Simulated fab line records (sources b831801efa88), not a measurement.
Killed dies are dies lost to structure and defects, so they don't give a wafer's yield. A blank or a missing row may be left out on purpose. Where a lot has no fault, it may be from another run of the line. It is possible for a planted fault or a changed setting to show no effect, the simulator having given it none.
What tool caused it? / flow gf180mcu / 33 wafers from 11 lots sampled at 3 of the route's 602 steps

WHAT THE GAUGES SHOWED, per wafer
GF_MVPSD_TW_MEAS_11.
lot=L191; measured=day 5 00:26; on=film_metro-01; MVPSD_TW=545 550 548
lot=L194; measured=day 5 16:28; on=film_metro-04; MVPSD_TW=548 543 544
lot=L195; measured=day 6 02:26; on=film_metro-01; MVPSD_TW=548 547 548
lot=L196; measured=day 6 05:25; on=film_metro-02; MVPSD_TW=558 557 557
lot=L199; measured=day 7 03:50; on=film_metro-01; MVPSD_TW=547 548 547
lot=L203; measured=day 8 02:11; on=film_metro-01; MVPSD_TW=551 551 551
lot=L205; measured=day 8 11:55; on=film_metro-04; MVPSD_TW=542 547 545
lot=L206; measured=day 8 18:11; on=film_metro-02; MVPSD_TW=583 581 581 579 579 583
lot=L208; measured=day 9 06:32; on=film_metro-04; MVPSD_TW=546 542 546
lot=L210; measured=day 9 19:31; on=film_metro-02; MVPSD_TW=576 579 577 575 576 574
lot=L211; measured=day 10 02:52; on=film_metro-01; MVPSD_TW=550 551 546

EACH LOT AND THE TOOL THAT RAN IT (in order: tool; ch and the chambers of the sampled wafers; start)
lot=L191; GF_STI_CMP_25=cmp-02 ch 0,2,3, day 2 04:53; GF_MVPSD_IMPLANT_08=implanter-02 ch 0, day 5 00:02
lot=L194; GF_STI_CMP_25=cmp-01 ch 0,2,3, day 2 18:35; GF_MVPSD_IMPLANT_08=implanter-02 ch 0, day 5 16:02
lot=L195; GF_STI_CMP_25=cmp-02 ch 0,1,2, day 3 01:37; GF_MVPSD_IMPLANT_08=implanter-03 ch 0, day 6 02:02
lot=L196; GF_STI_CMP_25=cmp-01 ch 1,2,3, day 3 05:41; GF_MVPSD_IMPLANT_08=implanter-02 ch 0, day 6 05:01
lot=L199; GF_STI_CMP_25=cmp-01 ch 0,1, day 3 23:44; GF_MVPSD_IMPLANT_08=implanter-03 ch 0, day 7 03:28
lot=L203; GF_STI_CMP_25=cmp-01 ch 1,2,3, day 4 18:22; GF_MVPSD_IMPLANT_08=implanter-02 ch 0, day 8 01:47
lot=L205; GF_STI_CMP_25=cmp-02 ch 0,2,3, day 5 03:14; GF_MVPSD_IMPLANT_08=implanter-03 ch 0, day 8 11:32
lot=L206; GF_STI_CMP_25=cmp-02 ch 0,2,3, day 5 08:40; GF_MVPSD_IMPLANT_08=implanter-02 ch 0, day 8 17:47
lot=L208; GF_STI_CMP_25=cmp-02 ch 0,3, day 5 18:55; GF_MVPSD_IMPLANT_08=implanter-01 ch 0, day 9 06:09
lot=L210; GF_STI_CMP_25=cmp-01 ch 0,1,2, day 6 05:47; GF_MVPSD_IMPLANT_08=implanter-02 ch 0, day 9 19:07
lot=L211; GF_STI_CMP_25=cmp-02 ch 0,2,3, day 6 12:50; GF_MVPSD_IMPLANT_08=implanter-03 ch 0, day 10 02:28
- GF_STI_CMP_25: polishes, stops on Si3N4, t overpolish 33 s, target thk 524.6 nm.
- GF_MVPSD_IMPLANT_08

THE ANSWER, worked out from the rows above alone
Rule: the lots themselves supply what counts as usual. Put in order of their means at a reading, lots are off if they are a third of the lots or fewer, leave a main group of 4 or more, and stand apart from it by a gap of 3 or more times the standard deviation of the main group's means; of several such gaps the widest counts. A main group whose means are all the same, to the digits that the tables above print for the reading, isn't used. A lot without any number at a reading at which 4 lots or more have one is off too. The other lots that the step has rows for count as sound.
Off: L206, L210, seen at GF_MVPSD_TW_MEAS_11 (MVPSD_TW). The main group: mean 548, standard deviation 3.8.
If a tool, at a process step before that reading, ran all the lots that are off and no sound lot after the first of them, it fits. Gauges at GF_MVPSD_TW_MEAS_11: tried the same way as those tools. 2 tools fit, implanter-02 at GF_MVPSD_IMPLANT_08 and film_metro-02 at GF_MVPSD_TW_MEAS_11, so this cannot tell which one it is.

WHAT THE SIMULATOR HAD INSERTED
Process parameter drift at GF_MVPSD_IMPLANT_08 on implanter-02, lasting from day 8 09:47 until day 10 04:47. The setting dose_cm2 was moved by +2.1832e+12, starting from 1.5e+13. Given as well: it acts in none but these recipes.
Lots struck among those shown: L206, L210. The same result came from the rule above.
